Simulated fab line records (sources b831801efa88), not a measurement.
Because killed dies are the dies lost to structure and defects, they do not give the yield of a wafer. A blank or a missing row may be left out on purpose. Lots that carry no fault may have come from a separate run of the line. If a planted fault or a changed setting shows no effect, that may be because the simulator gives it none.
What tool caused it? -- flow sky130 -- 11 lots, 33 wafers sampled, at 5 steps of a route of 708

== WHAT EACH GAUGE READ, for each wafer ==
The record holds no reading of a measuring or inspecting step that can be judged against a usual standard deviation.

== EACH LOT AND THE TOOL THAT RAN IT (in order: tool; ch and the chambers of the sampled wafers; start) ==
lot,SKY_METAL2_STRIP_20,SKY_VIA2_CMP_24,SKY_METAL3_SPUTTER_00,SKY_CAPM_SPUTTER_02,SKY_PAD_OPEN_PROBE_99
L756,"plasmaAsher-02 ch 0,1, day 35 04:22","cmp-01 ch 1,2,3, day 36 08:54","pvdSputter-04, day 36 09:06","pvdSputter-01, day 36 09:20","prober-01, day 45 21:11"
L760,"plasmaAsher-01 ch 1, day 36 11:37","cmp-02 ch 1,3, day 37 17:08","pvdSputter-04, day 37 17:24","pvdSputter-01, day 37 17:38","prober-01, day 46 22:59"
L761,"plasmaAsher-02 ch 1, day 37 02:40","cmp-02 ch 1,2,3, day 38 06:36","pvdSputter-04, day 38 06:54","pvdSputter-01, day 38 07:08","prober-02, day 47 08:58"
L766,"plasmaAsher-04 ch 0, day 38 10:40","cmp-01 ch 0,1,2, day 39 14:36","pvdSputter-04, day 39 14:54","pvdSputter-03, day 39 15:08","prober-02, day 48 10:33"
L768,"plasmaAsher-04 ch 0,1, day 39 00:59","cmp-02 ch 0,1,3, day 40 05:17","pvdSputter-04, day 40 05:29","pvdSputter-01, day 40 05:44","prober-01, day 48 21:38"
L767,"plasmaAsher-01 ch 0, day 39 07:17","cmp-01 ch 0,2,3, day 40 10:12","pvdSputter-04, day 40 10:30","pvdSputter-01, day 40 10:44","prober-02, day 49 01:32"
L771,"plasmaAsher-04 ch 0,1, day 40 03:09","cmp-02 ch 1,3, day 41 05:56","pvdSputter-02, day 41 06:11","pvdSputter-01, day 41 06:25","prober-01, day 49 16:13"
L773,"plasmaAsher-02 ch 0,1, day 40 11:27","cmp-01 ch 1,2,3, day 41 14:18","pvdSputter-02, day 41 14:33","pvdSputter-04, day 41 14:47","prober-01, day 49 21:35"
L774,"plasmaAsher-01 ch 0,1, day 40 22:44","cmp-02 ch 1,2,3, day 42 00:17","pvdSputter-02, day 42 00:35","pvdSputter-01, day 42 00:49","prober-02, day 50 04:38"
L777,"plasmaAsher-01 ch 0,1, day 41 23:58","cmp-02 ch 1,2,3, day 43 02:06","pvdSputter-03, day 43 02:21","pvdSputter-01, day 43 02:35","prober-01, day 50 22:05"
L778,"plasmaAsher-01 ch 1, day 42 15:48","cmp-02 ch 0,1,2, day 43 17:10","pvdSputter-02, day 43 17:22","pvdSputter-03, day 43 17:37","prober-01, day 51 08:02"
- SKY_METAL2_STRIP_20: strips in O2/N2.
- SKY_VIA2_CMP_24: polishes, stops on SiO2, t overpolish 20 s, target thk 0 nm.
- SKY_METAL3_SPUTTER_00: material Ti, target thk 15 nm, time 10 s.
- SKY_CAPM_SPUTTER_02: material TiN, target thk 200 nm, time 166.7 s.
- SKY_PAD_OPEN_PROBE_99

== WHAT THE TOOLS THEMSELVES READ (means of the sampled wafers that have a number; where no wafer has one, the mark that the record gives instead) ==
SKY_METAL2_STRIP_20. Usual: drypumpMotorCurrentA 5.6 A, standard deviation 0.34; oesProductAu 0.342 a.u., standard deviation 0.0052; stripTimeToEndpointS 2.68 s, standard deviation 0.061.
lot,tool,drypumpMotorCurrentA (A),oesProductAu (a.u.),stripTimeToEndpointS (s),flag
L756,plasmaAsher-02,5.7,0.341,2.65,
L760,plasmaAsher-01,5.2,0.348,2.69,
L761,plasmaAsher-02,5.4,0.340,2.65,
L766,plasmaAsher-04,6.1,0.340,2.67,
L768,plasmaAsher-04,6.1,0.342,2.65,
L767,plasmaAsher-01,5.2,0.341,2.64,
L771,plasmaAsher-04,6.0,0.348,2.75,
L773,plasmaAsher-02,5.6,0.340,2.65,
L774,plasmaAsher-01,5.2,0.341,2.64,
L777,plasmaAsher-01,5.2,0.341,2.68,
L778,plasmaAsher-01,5.2,0.338,2.66,

SKY_VIA2_CMP_24. Usual: motorCurrentA 10.5 A, standard deviation 1.2; overpolishRunS 20.000 s, standard deviation 0.0091; platenRpm 60.00 rpm, standard deviation 0.041; slurryFilterDpKPa 13.51 kPa, standard deviation 0.15; timeToEndpointS 99 s, standard deviation 5.2.
lot,tool,motorCurrentA (A),overpolishRunS (s),platenRpm (rpm),slurryFilterDpKPa (kPa),timeToEndpointS (s),flag
L756,cmp-01,11.2,20.006,60.03,13.52,97,
L760,cmp-02,9.9,19.998,59.99,13.49,104,
L761,cmp-02,9.9,19.996,60.02,13.58,105,
L766,cmp-01,10.7,20.010,60.03,13.41,98,
L768,cmp-02,10.4,20.004,60.06,13.53,101,
L767,cmp-01,11.0,20.007,60.00,13.41,99,
L771,cmp-02,9.3,20.003,59.99,13.60,105,
L773,cmp-01,11.5,20.007,60.04,13.44,93,
L774,cmp-02,10.0,20.005,60.04,13.44,101,
L777,cmp-02,9.8,20.000,60.03,13.62,100,
L778,cmp-02,10.8,19.994,59.97,13.40,99,

SKY_METAL3_SPUTTER_00. Usual: cathodeDcPowerW 3000.0 W, standard deviation 0.6; throttleValvePct 29.6 %, standard deviation 1.
lot,tool,cathodeDcPowerW (W),throttleValvePct (%),flag
L756,pvdSputter-04,3000.1,30.6,
L760,pvdSputter-04,3000.3,29.3,
L761,pvdSputter-04,3000.3,29.8,
L766,pvdSputter-04,2838.4,30.6,OFF
L768,pvdSputter-04,2838.0,30.6,OFF
L767,pvdSputter-04,2837.5,30.7,OFF
L771,pvdSputter-02,2999.6,29.0,
L773,pvdSputter-02,3000.2,28.5,
L774,pvdSputter-02,3000.7,28.1,
L777,pvdSputter-03,3000.0,29.4,
L778,pvdSputter-02,2999.5,28.6,

SKY_CAPM_SPUTTER_02. Usual: cathodeDcPowerW 6710.0 W, standard deviation 1.2; throttleValvePct 30.0 %, standard deviation 1.3.
lot,tool,cathodeDcPowerW (W),throttleValvePct (%),flag
L756,pvdSputter-01,6710.1,30.5,
L760,pvdSputter-01,6708.9,29.5,
L761,pvdSputter-01,6709.8,29.3,
L766,pvdSputter-03,6710.2,28.8,
L768,pvdSputter-01,6710.0,29.6,
L767,pvdSputter-01,6710.7,30.8,
L771,pvdSputter-01,6709.0,30.8,
L773,pvdSputter-04,6710.6,30.1,
L774,pvdSputter-01,6709.2,29.5,
L777,pvdSputter-01,6710.2,30.7,
L778,pvdSputter-03,6710.7,29.8,

SKY_PAD_OPEN_PROBE_99. Usual: defectLimitedYield 82.5 %, standard deviation 1.9; killed_at_M0_to_M3 42, standard deviation 6.9; killed_at_M4_up 3.2, standard deviation 1.7; killedAtContacts 25, standard deviation 5.1; killedAtFrontEnd 15, standard deviation 4.5; killedAtOther 0.4, standard deviation 0.63; killedDies 86, standard deviation 9.3; killedOpen 46, standard deviation 7; killedShort 39, standard deviation 6.9; sort_bin_3_pad_short 0.9 %, standard deviation 0.45; sort_bin_5_function 10.4 %, standard deviation 1.5; sort_bin_6_memory 6.3 %, standard deviation 1.1; sortNPass 406, standard deviation 9.3; sortYieldPct 82.5 %, standard deviation 1.9.
lot,tool,defectLimitedYield (%),killed_at_M0_to_M3,killed_at_M4_up,killedAtContacts,killedAtFrontEnd,killedAtOther,killedDies,killedOpen,killedShort,sort_bin_3_pad_short (%),sort_bin_5_function (%),sort_bin_6_memory (%),sortNPass,sortYieldPct (%),flag
L756,prober-01,82.2,38,3.0,28,18,0.0,87,53,34,0.7,10.6,6.5,405,82.2,
L760,prober-01,84.0,35,4.0,22,16,1.0,78,40,38,0.9,9.1,5.8,414,84.0,
L761,prober-02,83.4,38,2.7,21,19,0.7,82,43,38,0.5,9.0,7.0,410,83.4,
L766,prober-02,81.2,52,4.7,26,10,0.0,93,42,49,1.2,10.8,6.8,399,81.2,
L768,prober-01,83.3,45,3.0,22,12,0.3,82,47,35,0.9,10.5,5.4,410,83.3,
L767,prober-02,82.3,37,4.0,30,17,0.0,87,47,39,0.9,10.9,5.9,405,82.3,
L771,prober-01,82.8,38,3.0,28,15,0.3,84,45,39,0.9,9.9,6.4,408,82.8,
L773,prober-01,83.1,44,2.7,23,13,0.7,83,45,37,0.9,8.8,7.0,409,83.1,
L774,prober-02,82.2,45,3.3,24,15,0.3,88,50,38,1.2,9.8,6.8,404,82.2,
L777,prober-01,80.5,49,2.7,26,17,0.3,96,45,51,1.1,11.9,6.6,396,80.5,
L778,prober-01,82.4,46,1.0,24,16,0.3,87,46,41,0.9,10.1,6.6,405,82.4,

== THE ANSWER, worked out from the rows above alone ==
Rule: take the mean of a lot's wafers that have a number; if it is more than 3 standard deviations from the usual mean, the lot is off. Also off: a lot with no number at a reading for which 4 or more lots have one. All remaining lots with rows at the step are treated as sound. First the gauges in route order, then the tools' own readings, where a lot's mean is used as printed above. The first step at which some lot is off is used, and at that step the reading that is off furthest; a lot without a number counts as furthest.
Off, at SKY_METAL3_SPUTTER_00 on cathodeDcPowerW: L766, L768, L767.
A tool fits if, at that step or a process step before it, it ran every lot that is off, and no sound lot after the first of them. One fits: SKY_METAL3_SPUTTER_00 on pvdSputter-04. Its last sound lot is L761 (day 38 06:54), its first lot that is off L766 (day 39 14:54): a fault that began between those two fits.
The tool's own readings at SKY_METAL3_SPUTTER_00 bear it out: on the lots that are off they differ by more than 5 times the standard deviation of the sound lots' means. cathodeDcPowerW reads 2838.0 W there against 3000.1 W on the sound lots.

== WHAT THE SIMULATOR HAD INSERTED ==
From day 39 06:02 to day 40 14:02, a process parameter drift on pvdSputter-04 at SKY_METAL3_SPUTTER_00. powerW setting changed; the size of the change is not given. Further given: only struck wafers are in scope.
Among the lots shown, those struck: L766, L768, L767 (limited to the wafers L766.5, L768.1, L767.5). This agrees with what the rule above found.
